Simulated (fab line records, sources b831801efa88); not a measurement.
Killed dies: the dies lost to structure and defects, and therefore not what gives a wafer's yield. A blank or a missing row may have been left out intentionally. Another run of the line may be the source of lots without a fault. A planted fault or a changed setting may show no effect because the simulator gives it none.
fab line records	flow sky130
record lots=5	wafers=23
route steps=708 shown LOCAL_INTERCONNECT@393 CONTACT@415 METAL1@436 VIA1@460
start-h: the number of hours between the record's first day and the start of the first shown wafer of the lot	wait-h: hours since the lot's step before	" the same as in the row above	L1.1+2: a row that stands for several wafers	- no value, or no start given	* or withheld: withheld	< > ~ a bound
route shown NAME@n: NAME is a module with steps in the file, n the number in the route of the first one	usual: mean and standard deviation over wafers with no fault	same: alike in all rows	chamber/n: place in a boat	sites: the reading at each site	_std_site: the standard deviation of these	_edge_site: outer sites' mean less inner sites'	radius-mm: how far each site lies from the wafer's centre	mask NAME#n: copy n	behind: tool/chamber where the wafer was last shaped	hold: why the lot was held/for how many hours/how that ended	device: names the non-switching transistor (n, p or np)	end of line: the route-end tests of the same wafers	for a step that has no rows: nothing shown but its recipe	killed: dies that structure and defects cost at the first sort, which is not the same as the wafer's yield	map: dies across one wafer; x = killed, . = not, _ = none there
set.NAME: the setting the step ran with; set.NAME@STEP: the setting that earlier step ran with	model.NAME: the simulator's own value behind a step, which no gauge read
lots run with intentionally changed settings; tables by step, rows by wafer
## steps
# step SKY_LOCAL_INTERCONNECT_COAT_06
# recipe resist=KrF-thick	spin-rpm=3000	resist-thk-nm=450
lot.wafer	tool	chamber	start-h	wait-h	set.spin-rpm	model.KrF-thick_of_LOCAL_INTERCONNECT_COAT_06.thk-nm
L077.1	litho-track-03	0	-	-	3000	450.1
L077.2	"	0	"	"	3198	436.3
L077.3	"	0	"	"	3198	435.6
L077.5	"	0	"	"	3198	437.9
L077.6	"	0	"	"	3000	449.9
L080.2	litho-track-03	0	-	-	3000	451.8
L080.4	"	0	"	"	3000	451.4
L080.5	"	0	"	"	3000	450.8
L082.1	litho-track-03	0	-	-	2782	467
L082.3	"	0	"	"	3000	449.7
L082.4	"	0	"	"	2782	465.9
L082.5	"	0	"	"	3000	449.4
L082.6	"	0	"	"	3000	450.7
L084.1+6	litho-track-02	0	-	-	3000	449.4
L084.2	"	0	"	"	3000	449.5
L084.3	"	0	"	"	3000	450.8
L084.5	"	0	"	"	3000	449.7
L085.1	litho-track-02	0	-	-	2789	467.4
L085.2	"	0	"	"	3000	451.2
L085.3	"	0	"	"	3000	449.8
L085.4	"	0	"	"	2789	467.7
L085.5	"	0	"	"	2789	466.2
# step SKY_LOCAL_INTERCONNECT_SOFTBAKE_07
# recipe temp-c=100	time-s=87.56	resist=KrF-thick
# step SKY_LOCAL_INTERCONNECT_EXPOSE_08
# recipe mask-id=LI1M	na=0.8	source-shape=annular	sigma-inner=0.55	sigma-outer=0.85	target-cd-nm=170	dose-mj=28
# step SKY_LOCAL_INTERCONNECT_ETCH_13
# recipe chemistry=N2/H2	target=BARC	ion-energy-ev=200	bias-w=100	pressure-mtorr=30	n2-flow-sccm=100	h2-flow-sccm=200	icp-w=500	stop-on=SiO2	time-s=45.9	target-depth-a=600
# usual oes-product-au=0.855/0.0045
lot.wafer	tool	chamber	start-h	wait-h	set.resist-thk-nm@LOCAL_INTERCONNECT_COAT_05	oes-product-au
L077.1	rie-metal-03	1	733.97	0.0	60	0.848
L077.2	"	0	"	"	60	0.850
L077.3	"	0	"	"	58.65	0.847
L077.5	"	1	"	"	58.65	0.838
L077.6	"	0	"	"	58.65	0.846
L080.2	rie-metal-02	0	750.90	0.0	60	0.852
L080.4	"	1	"	"	60	0.857
L080.5	"	1	"	"	60	0.857
L082.1	rie-metal-04	0	765.27	0.0	63.41	0.884
L082.3	"	0	"	"	60	0.858
L082.4	"	0	"	"	63.41	0.897
L082.5	"	0	"	"	63.41	0.883
L082.6	"	0	"	"	60	0.856
L084.1	rie-metal-03	1	789.42	0.0	63.17	0.882
L084.2	"	0	"	"	60	0.856
L084.3	"	0	"	"	60	0.860
L084.5	"	0	"	"	63.17	0.880
L084.6	"	1	"	"	60	0.859
L085.1	rie-metal-03	1	793.22	0.0	60	0.850
L085.2	"	0	"	"	60	0.848
L085.3	"	1	"	"	60	0.852
L085.4	"	0	"	"	60	0.844
L085.5	"	1	"	"	60	0.855
# step SKY_LOCAL_INTERCONNECT_METAL_ETCH_14
# recipe target-depth-nm=110	stop-on=PSG	chemistry=Cl2/BCl3	target=TiN	resist-sidewall-deg=88	pressure-mtorr=10	icp-w=900	bias-w=48.5	Cl2_flow_sccm=60	bcl3-flow-sccm=30	time-s=31.4
# step SKY_LOCAL_INTERCONNECT_STRIP_15
# recipe chemistry=O2/N2	power-w=1400	pressure-mtorr=1500	platen-temp-c=withheld	o2-flow-sccm=3000	n2-flow-sccm=300	overash-fraction=0.5
# usual strip-time-to-endpoint-s=4.714/0.019
lot.wafer	tool	chamber	start-h	wait-h	set.spin-rpm@LOCAL_INTERCONNECT_COAT_06	strip-time-to-endpoint-s
L077.1	plasma-asher-02	1	734.09	0.0	3000	4.704
L077.2	"	0	"	"	3198	4.564
L077.3	"	1	"	"	3198	4.547
L077.5	"	1	"	"	3198	4.574
L077.6	"	0	"	"	3000	4.720
L080.2	plasma-asher-03	0	751.02	0.0	3000	4.740
L080.4	"	0	"	"	3000	4.735
L080.5	"	0	"	"	3000	4.706
L082.1	plasma-asher-02	0	765.50	0.1	2782	4.950
L082.3	"	0	"	"	3000	4.729
L082.4	"	1	"	"	2782	4.936
L082.5	"	1	"	"	3000	4.753
L082.6	"	0	"	"	3000	4.761
L084.1	plasma-asher-04	0	789.54	0.0	3000	4.754
L084.2	"	1	"	"	3000	4.709
L084.3	"	0	"	"	3000	4.732
L084.5	"	1	"	"	3000	4.751
L084.6	"	0	"	"	3000	4.717
L085.1	plasma-asher-03	1	793.34	0.0	2789	4.895
L085.2	"	0	"	"	3000	4.731
L085.3	"	1	"	"	3000	4.708
L085.4	"	0	"	"	2789	4.882
L085.5	"	1	"	"	2789	4.889
# step SKY_CONTACT_COAT_09
# recipe resist=KrF-thick	spin-rpm=3000	resist-thk-nm=450
lot.wafer	tool	chamber	start-h	wait-h	set.resist-thk-nm	model.KrF-thick_of_CONTACT_COAT_09.thk-nm
L077.1+5	litho-track-03	0	-	-	424	423.2
L077.2	"	0	"	"	424	422.5
L077.3	"	0	"	"	450	450.1
L077.6	"	0	"	"	450	448.8
L080.2	litho-track-04	0	-	-	450	450.8
L080.4	"	0	"	"	450	450.6
L080.5	"	0	"	"	450	449.3
L082.1	litho-track-01	0	-	-	438	435.7
L082.3	"	0	"	"	450	448.9
L082.4	"	0	"	"	450	448.8
L082.5	"	0	"	"	450	448.5
L082.6	"	0	"	"	438	435.1
L084.1	litho-track-04	0	-	-	450	447
L084.2	"	0	"	"	450	447.4
L084.3	"	0	"	"	469.2	466.3
L084.5	"	0	"	"	450	447.3
L084.6	"	0	"	"	469.2	466.9
L085.1	litho-track-03	0	-	-	450	451.1
L085.2	"	0	"	"	450	449
L085.3	"	0	"	"	450	449.4
L085.4	"	0	"	"	450	447.5
L085.5	"	0	"	"	450	449.8
# step SKY_CONTACT_DEVELOP_13
# recipe develop-time-s=60	resist=KrF-thick	dev-temp-c=21
lot.wafer	tool	chamber	start-h	wait-h	set.develop-time-s
L077.1+5+6	litho-track-01	0	-	-	60
L077.2+3	"	0	"	"	53.59
L080.2+4+5	litho-track-04	0	-	-	60
L082.1+4+6	litho-track-03	0	-	-	60
L082.3+5	"	0	"	"	68.85
L084.1+2+3	litho-track-03	0	-	-	54.3
L084.5+6	"	0	"	"	60
L085.1+2+4	litho-track-03	0	-	-	68.23
L085.3+5	"	0	"	"	60
# step SKY_CONTACT_ETCH_16
# recipe chemistry=N2/H2	target=BARC	ion-energy-ev=200	source-w=500	bias-w=100	pressure-mtorr=30	n2-flow-sccm=100	h2-flow-sccm=200	stop-on=SiO2	time-s=45.9	target-depth-a=600
lot.wafer	tool	chamber	start-h	wait-h	set.resist-thk-nm@CONTACT_COAT_09	model.KrF-thick_of_CONTACT_COAT_09.thk-nm
L077.1	rie-diel-02	0	762.37	0.0	424	366.6
L077.2	"	2	"	"	424	364.8
L077.3	"	3	"	"	450	393.8
L077.5	"	2	"	"	424	365.1
L077.6	"	3	"	"	450	391.9
L080.2+4	rie-diel-01	3,1	779.14	0.0	450	393.3
L080.5	"	0	"	"	450	392.4
L082.1	rie-diel-02	1	793.65	0.0	438	377.5
L082.3	"	0	"	"	450	391.4
L082.4	"	2	"	"	450	389.9
L082.5	"	0	"	"	450	391
L082.6	"	1	"	"	438	377.1
L084.1	rie-diel-01	3	816.95	0.0	450	389.6
L084.2	"	0	"	"	450	390.1
L084.3	"	2	"	"	469.2	408.5
L084.5	"	1	"	"	450	389.5
L084.6	"	2	"	"	469.2	409.1
L085.1	rie-diel-04	2	820.50	0.0	450	393
L085.2	"	0	"	"	450	391
L085.3	"	3	"	"	450	391.7
L085.4	"	0	"	"	450	389.4
L085.5	"	2	"	"	450	391.8
# step SKY_CONTACT_ETCH_17
# recipe target=SiO2	chemistry=C4F8/O2/Ar	stop-on=Si3N4	mask-material=KrF-thick	source-w=1500	bias-w=1200	pressure-mtorr=40	c4f8-flow-sccm=withheld	O2_flow_sccm=6	Ar_flow_sccm=300	time-s=withheld	target-depth-a=3400
lot.wafer	tool	chamber	start-h	wait-h	set.resist-thk-nm@CONTACT_COAT_09	model.KrF-thick_of_CONTACT_COAT_09.thk-nm
L077.1	rie-diel-02	0	762.42	0.0	424	302.4
L077.2	"	2	"	"	424	298.6
L077.3	"	3	"	"	450	329.3
L077.5	"	2	"	"	424	298.3
L077.6	"	3	"	"	450	327.3
L080.2	rie-diel-01	3	779.18	0.0	450	328.9
L080.4	"	1	"	"	450	328.6
L080.5	"	0	"	"	450	328.7
L082.1	rie-diel-02	1	793.69	0.0	438	311.3
L082.3	"	0	"	"	450	326.9
L082.4	"	2	"	"	450	322.6
L082.5	"	0	"	"	450	326.1
L082.6	"	1	"	"	438	310.8
L084.1	rie-diel-01	3	816.99	0.0	450	325.3
L084.2	"	0	"	"	450	325.6
L084.3	"	2	"	"	469.2	343.4
L084.5	"	1	"	"	450	324.4
L084.6	"	2	"	"	469.2	343.7
L085.1	rie-diel-04	2	820.54	0.0	450	328.2
L085.2	"	0	"	"	450	326.5
L085.3	"	3	"	"	450	327.1
L085.4	"	0	"	"	450	324.6
L085.5	"	2	"	"	450	326.1
# step SKY_CONTACT_ETCH_18
# recipe target=Si3N4	chemistry=CHF3/O2	stop-on=TiN	source-w=600	bias-w=200	pressure-mtorr=40	chf3-flow-sccm=50	O2_flow_sccm=5	time-s=39	target-depth-a=750
lot.wafer	tool	chamber	start-h	wait-h	set.resist-thk-nm@CONTACT_COAT_09	model.KrF-thick_of_CONTACT_COAT_09.thk-nm
L077.1	rie-diel-02	0	-	-	424	218.9
L077.2	"	2	"	"	424	212.1
L077.3	"	3	"	"	450	245.2
L077.5	"	2	"	"	424	211.7
L077.6	"	3	"	"	450	243.1
L080.2	rie-diel-01	3	-	-	450	243.3
L080.4	"	1	"	"	450	243.6
L080.5	"	0	"	"	450	245.2
L082.1	rie-diel-02	1	-	-	438	225
L082.3	"	0	"	"	450	242.7
L082.4	"	2	"	"	450	235.2
L082.5	"	0	"	"	450	241.6
L082.6	"	1	"	"	438	224.6
L084.1	rie-diel-01	3	-	-	450	241.7
L084.2	"	0	"	"	450	241.5
L084.3	"	2	"	"	469.2	257.8
L084.5	"	1	"	"	450	239.7
L084.6	"	2	"	"	469.2	258.5
L085.1	rie-diel-04	2	-	-	450	242.9
L085.2	"	0	"	"	450	241
L085.3	"	3	"	"	450	241.2
L085.4	"	0	"	"	450	239.2
L085.5	"	2	"	"	450	240.7
# step SKY_CONTACT_STRIP_19
# recipe chemistry=O2/N2	power-w=1400	pressure-mtorr=1500	platen-temp-c=withheld	o2-flow-sccm=3000	n2-flow-sccm=300	overash-fraction=0.5
# usual strip-time-to-endpoint-s=3.61/0.032
lot.wafer	tool	chamber	start-h	wait-h	set.resist-thk-nm@CONTACT_COAT_09	strip-time-to-endpoint-s
L077.1	plasma-asher-01	0	762.51	-	424	3.37
L077.2	"	1	"	"	424	3.28
L077.3	"	1	"	"	450	3.63
L077.5	"	0	"	"	424	3.30
L077.6	"	1	"	"	450	3.62
L080.2	plasma-asher-03	1	779.27	-	450	3.62
L080.4	"	0	"	"	450	3.61
L080.5	"	1	"	"	450	3.64
L082.1	plasma-asher-04	1	793.78	-	438	3.42
L082.3	"	1	"	"	450	3.60
L082.4	"	0	"	"	450	3.54
L082.5	"	1	"	"	450	3.61
L082.6	"	0	"	"	438	3.42
L084.1	plasma-asher-04	0	817.08	-	450	3.62
L084.2	"	1	"	"	450	3.62
L084.3	"	0	"	"	469.2	3.78
L084.5	"	1	"	"	450	3.58
L084.6	"	0	"	"	469.2	3.77
L085.1	plasma-asher-01	1	820.63	-	450	3.61
L085.2	"	0	"	"	450	3.60
L085.3	"	1	"	"	450	3.62
L085.4	"	0	"	"	450	3.57
L085.5	"	0	"	"	450	3.59
# step SKY_METAL1_SPUTTER_02
# recipe material=AlCu	target-thk-nm=250	power-w=10600	time-s=13.3	chamber-pressure-pa=0.4
lot.wafer	tool	chamber	start-h	wait-h	set.time-s	model.AlCu_of_METAL1_SPUTTER_02.thk-nm
L077.1	pvd-sputter-04	-	763.80	0.0	13.3	247.2
L077.2	"	-	"	"	14.87	279.3
L077.3	"	-	"	"	14.87	278.1
L077.5	"	-	"	"	13.3	249.7
L077.6	"	-	"	"	14.87	277.9
L080.2	pvd-sputter-02	-	780.60	0.0	13.3	246.5
L080.4	"	-	"	"	13.3	251.7
L080.5	"	-	"	"	13.3	249.2
L082.1	pvd-sputter-03	-	795.43	0.0	13.3	248.9
L082.3+5	"	-	"	"	13.3	247.4
L082.4	"	-	"	"	12.55	229.1
L082.6	"	-	"	"	12.55	231
L084.1	pvd-sputter-02	-	818.38	0.0	15.14	280.7
L084.2	"	-	"	"	13.3	246
L084.3	"	-	"	"	15.14	282.5
L084.5	"	-	"	"	13.3	244.7
L084.6	"	-	"	"	15.14	281.3
L085.1	pvd-sputter-02	-	821.93	0.0	13.3	246.7
L085.2	"	-	"	"	13.3	243.9
L085.3	"	-	"	"	14.49	268.1
L085.4	"	-	"	"	14.49	269.3
L085.5	"	-	"	"	14.49	268.4
# step SKY_METAL1_SPUTTER_03
# recipe material=Ti	target-thk-nm=5	power-w=3000	time-s=3.3	chamber-pressure-pa=0.4
# step SKY_METAL1_SPUTTER_04
# recipe material=TiN	target-thk-nm=70	power-w=6500	time-s=58.3	chamber-pressure-pa=0.4
# step SKY_METAL1_RS_MEAS_05
# recipe thk-meas-gauge=four-point-probe	reads=TiN_of_METAL1_SPUTTER_04+Ti_of_METAL1_SPUTTER_03+AlCu_of_METAL1_SPUTTER_02+TiN_of_METAL1_SPUTTER_01+Ti_of_METAL1_SPUTTER_00
# usual METAL1_ALCU_RS=0.1277/0.0012
lot.wafer	tool	chamber	start-h	wait-h	set.time-s@METAL1_SPUTTER_02	METAL1_ALCU_RS[ohm/sq]
L077.1	film-metro-01	-	763.90	0.0	13.3	0.1280
L077.2	"	-	"	"	14.87	0.1133
L077.3	"	-	"	"	14.87	0.1135
L077.5	"	-	"	"	13.3	0.1272
L077.6	"	-	"	"	14.87	0.1135
L080.2	film-metro-04	-	780.71	0.0	13.3	0.1285
L080.4	"	-	"	"	13.3	0.1258
L080.5	"	-	"	"	13.3	0.1274
L082.1	film-metro-04	-	795.52	0.0	13.3	0.1277
L082.3	"	-	"	"	13.3	0.1282
L082.4	"	-	"	"	12.55	0.1383
L082.5	"	-	"	"	13.3	0.1279
L082.6	"	-	"	"	12.55	0.1373
L084.1	film-metro-01	-	818.47	0.0	15.14	0.1127
L084.2	"	-	"	"	13.3	0.1289
L084.3	"	-	"	"	15.14	0.1118
L084.5	"	-	"	"	13.3	0.1299
L084.6	"	-	"	"	15.14	0.1124
L085.1	film-metro-02	-	822.02	0.0	13.3	0.1284
L085.2	"	-	"	"	13.3	0.1301
L085.3	"	-	"	"	14.49	0.1181
L085.4	"	-	"	"	14.49	0.1175
L085.5	"	-	"	"	14.49	0.1179
# step SKY_METAL1_THK_MEAS_06
# recipe thk-meas-gauge=xrf	reads=AlCu_of_METAL1_SPUTTER_02
# usual METAL1_ALCU_THK=248.9/2.8
lot.wafer	tool	chamber	start-h	wait-h	set.time-s@METAL1_SPUTTER_02	METAL1_ALCU_THK[nm]
L077.1	film-metro-01	-	764.02	0.1	13.3	249.5
L077.2	"	-	"	"	14.87	279.6
L077.3	"	-	"	"	14.87	280.8
L077.5	"	-	"	"	13.3	251.4
L077.6	"	-	"	"	14.87	279.0
L080.2	film-metro-04	-	780.82	0.1	13.3	247.9
L080.4	"	-	"	"	13.3	253.2
L080.5	"	-	"	"	13.3	250.3
L082.1	film-metro-04	-	795.64	0.1	13.3	251.3
L082.3	"	-	"	"	13.3	247.9
L082.4	"	-	"	"	12.55	228.7
L082.5	"	-	"	"	13.3	248.1
L082.6	"	-	"	"	12.55	231.2
L084.1	film-metro-01	-	818.59	0.1	15.14	280.5
L084.2	"	-	"	"	13.3	246.6
L084.3	"	-	"	"	15.14	283.3
L084.5	"	-	"	"	13.3	245.3
L084.6	"	-	"	"	15.14	283.4
L085.1	film-metro-02	-	822.14	0.1	13.3	247.1
L085.2	"	-	"	"	13.3	243.8
L085.3	"	-	"	"	14.49	270.3
L085.4	"	-	"	"	14.49	269.6
L085.5	"	-	"	"	14.49	271.7
# step SKY_VIA1_CMP_02
# recipe material=SiO2	down-force-psi=4	platen-rpm=60	pad-velocity-m-s=0.94248
lot.wafer	tool	chamber	start-h	wait-h	set.leave-above-ref-nm	model.SiO2_of_VIA1_HDPCVD_00.thk-nm
L077.2	cmp-01	1	791.76	0.0	322.7	321.6
L077.3	"	2	"	"	345	344.6
L077.1	"	0	"	"	345	344
L077.6	"	1	"	"	322.7	322.4
L077.5	"	2	"	"	322.7	322.8
L080.4	cmp-01	2	808.34	0.0	345	344.7
L080.2	"	1	"	"	345	345.4
L080.5	"	3	"	"	345	344.5
L082.4	cmp-01	0	823.44	0.0	345	344
L082.1	"	1	"	"	337.5	338
L082.3	"	3	"	"	337.5	337.7
L082.5	"	0	"	"	345	344.6
L082.6	"	1	"	"	345	344.1
L084.1	cmp-01	3	845.61	0.1	329.6	328.4
L084.3+5	"	0	"	"	329.6	-
L084.2	"	2	"	"	345	-
L084.6	"	3	"	"	345	343.5
L085.4	cmp-01	2	850.30	0.0	345	347
L085.1	"	3	"	"	345	344.8
L085.2	"	0	"	"	345	346.3
L085.3	"	1	"	"	345	346.7
L085.5	"	3	"	"	345	344.7
# step SKY_VIA1_ETCH_14
# recipe chemistry=N2/H2	target=BARC	ion-energy-ev=200	source-w=500	bias-w=100	pressure-mtorr=30	n2-flow-sccm=100	h2-flow-sccm=200	stop-on=SiO2	time-s=45.9	target-depth-a=600
lot.wafer	tool	chamber	start-h	wait-h	set.source-w	model.KrF-thick_of_VIA1_COAT_07.thk-nm
L077.1	rie-diel-01	0	818.42	0.0	441.2	404.4
L077.2	"	3	"	"	500	400.1
L077.3	"	1	"	"	441.2	404.5
L077.5	"	0	"	"	500	400.6
L077.6	"	3	"	"	441.2	402.8
L080.2	rie-diel-04	3	834.82	0.0	500	396.8
L080.4	"	3	"	"	500	394.6
L080.5	"	2	"	"	500	397.7
L082.1	rie-diel-04	0	850.92	0.0	500	398.4
L082.3	"	3	"	"	445.6	403.2
L082.4	"	1	"	"	445.6	401.7
L082.5	"	3	"	"	500	398.8
L082.6	"	0	"	"	500	398
L084.1	rie-diel-01	2	873.67	0.0	500	395.8
L084.2	"	3	"	"	444.6	401.1
L084.3	"	1	"	"	444.6	401.7
L084.5	"	0	"	"	500	395.7
L084.6	"	1	"	"	500	398.8
L085.1	rie-diel-03	2	876.92	0.0	500	397
L085.2	"	0	"	"	520.3	397.9
L085.3	"	3	"	"	500	398.2
L085.4	"	1	"	"	500	400.3
L085.5	"	1	"	"	520.3	397.5
# step SKY_VIA1_ETCH_15
# recipe target=SiO2	chemistry=C4F8/O2/Ar	target-depth-nm=351	stop-on=TiN	mask-material=KrF-thick	source-w=1500	bias-w=1200	pressure-mtorr=40	c4f8-flow-sccm=withheld	O2_flow_sccm=6	Ar_flow_sccm=300	time-s=54
# usual oes-product-au=0.979/0.0062
lot.wafer	tool	chamber	start-h	wait-h	set.leave-above-ref-nm@VIA1_CMP_02	oes-product-au	model.VIA1.feature-depth-nm
L077.1	rie-diel-01	0	818.46	0.0	345	0.976	344
L077.2	"	3	"	"	322.7	0.938	321.6
L077.3	"	1	"	"	345	0.983	344.6
L077.5	"	0	"	"	322.7	0.944	322.8
L077.6	"	3	"	"	322.7	0.939	322.4
L080.2	rie-diel-04	3	834.86	0.0	345	0.983	345.4
L080.4	"	3	"	"	345	0.982	344.7
L080.5	"	2	"	"	345	0.986	344.5
L082.1	rie-diel-04	0	850.96	0.0	337.5	0.968	338
L082.3	"	3	"	"	337.5	0.974	337.7
L082.4	"	1	"	"	345	0.976	344
L082.5	"	3	"	"	345	0.977	344.6
L082.6	"	0	"	"	345	0.976	344.1
L084.1	rie-diel-01	2	873.71	0.0	329.6	0.967	328.4
L084.2	"	3	"	"	345	0.982	344.7
L084.3	"	1	"	"	329.6	0.965	328.9
L084.5	"	0	"	"	329.6	0.960	328.5
L084.6	"	1	"	"	345	0.993	343.5
L085.1	rie-diel-03	2	876.96	0.0	345	0.977	344.8
L085.2	"	0	"	"	345	0.970	339.5
L085.3	"	3	"	"	345	0.982	346.7
L085.4	"	1	"	"	345	0.962	342.1
L085.5	"	1	"	"	345	0.972	341.4
# step SKY_VIA1_SPUTTER_20
# recipe material=TiN	target-thk-nm=20	chamber-pressure-pa=5	power-w=4000	time-s=80
lot.wafer	tool	chamber	start-h	wait-h	set.power-w	model.TiN_of_VIA1_SPUTTER_20.thk-nm
L077.1	pvd-sputter-04	-	819.15	0.0	3636	18.43
L077.2	"	-	"	"	3636	18.32
L077.3	"	-	"	"	4000	20.27
L077.5	"	-	"	"	4000	20.4
L077.6	"	-	"	"	3636	18.35
L080.2	pvd-sputter-04	-	835.50	0.0	4000	19.89
L080.4	"	-	"	"	4000	19.91
L080.5	"	-	"	"	4000	19.78
L082.1	pvd-sputter-01	-	851.61	0.0	4000	20.26
L082.3	"	-	"	"	4000	20.28
L082.4	"	-	"	"	4000	20.43
L082.5	"	-	"	"	3814	19.13
L082.6	"	-	"	"	3814	19.34
L084.1	pvd-sputter-01	-	874.41	0.0	4000	19.84
L084.2	"	-	"	"	4000	19.87
L084.3	"	-	"	"	4000	19.78
L084.5	"	-	"	"	4000	19.89
L084.6	"	-	"	"	4000	20.12
L085.1	pvd-sputter-04	-	877.94	0.0	4320	21.61
L085.2	"	-	"	"	4000	19.83
L085.3	"	-	"	"	4320	21.58
L085.4	"	-	"	"	4000	20.07
L085.5	"	-	"	"	4000	20
## key
split step=SKY_LOCAL_INTERCONNECT_COAT_06	setting=spin-rpm	stated=3000	by=wafer
response step=SKY_LOCAL_INTERCONNECT_COAT_06	reading=model.KrF-thick_of_LOCAL_INTERCONNECT_COAT_06.thk-nm	change=-2.23	per=1%	r=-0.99
response step=SKY_LOCAL_INTERCONNECT_STRIP_15	reading=strip-time-to-endpoint-s	change=*	per=1%	r=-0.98
split step=SKY_CONTACT_COAT_09	setting=resist-thk-nm	stated=450	by=wafer
response step=SKY_CONTACT_COAT_09	reading=model.KrF-thick_of_CONTACT_COAT_09.thk-nm	change=+4.62	per=1%	r=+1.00
response step=SKY_CONTACT_ETCH_16	reading=model.KrF-thick_of_CONTACT_COAT_09.thk-nm	change=+4.69	per=1%	r=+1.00
response step=SKY_CONTACT_ETCH_17	reading=model.KrF-thick_of_CONTACT_COAT_09.thk-nm	change=+4.79	per=1%	r=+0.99
response step=SKY_CONTACT_ETCH_18	reading=model.KrF-thick_of_CONTACT_COAT_09.thk-nm	change=+4.88	per=1%	r=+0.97
response step=SKY_CONTACT_STRIP_19	reading=strip-time-to-endpoint-s	change=*	per=1%	r=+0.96
split step=SKY_CONTACT_DEVELOP_13	setting=develop-time-s	stated=60	by=wafer
response none clear
split step=SKY_METAL1_SPUTTER_02	setting=time-s	stated=13.3	by=wafer
response step=SKY_METAL1_SPUTTER_02	reading=model.AlCu_of_METAL1_SPUTTER_02.thk-nm	change=+2.63	per=1%	r=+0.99
response step=SKY_METAL1_RS_MEAS_05	reading=METAL1_ALCU_RS	change=-0.00127	per=1%	r=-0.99
response step=SKY_METAL1_THK_MEAS_06	reading=METAL1_ALCU_THK	change=+2.67	per=1%	r=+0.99
split step=SKY_VIA1_CMP_02	setting=leave-above-ref-nm	stated=345	by=wafer
response step=SKY_VIA1_CMP_02	reading=model.SiO2_of_VIA1_HDPCVD_00.thk-nm	change=+3.37	per=1%	r=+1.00
response step=SKY_VIA1_ETCH_15	reading=oes-product-au	change=+0.00564	per=1%	r=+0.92
response step=SKY_VIA1_ETCH_15	reading=model.VIA1.feature-depth-nm	change=+3.4	per=1%	r=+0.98
split step=SKY_VIA1_ETCH_14	setting=source-w	stated=500	by=wafer
response step=SKY_VIA1_ETCH_14	reading=model.KrF-thick_of_VIA1_COAT_07.thk-nm	change=-0.351	per=1%	r=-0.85
split step=SKY_VIA1_SPUTTER_20	setting=power-w	stated=4000	by=wafer
response step=SKY_VIA1_SPUTTER_20	reading=model.TiN_of_VIA1_SPUTTER_20.thk-nm	change=+0.214	per=1%	r=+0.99
split outside-this-file step=SKY_LOCAL_INTERCONNECT_COAT_05 setting=resist-thk-nm
# split outside-this-file: this setting was split too, and the file shows its column; the key of that split is in another file
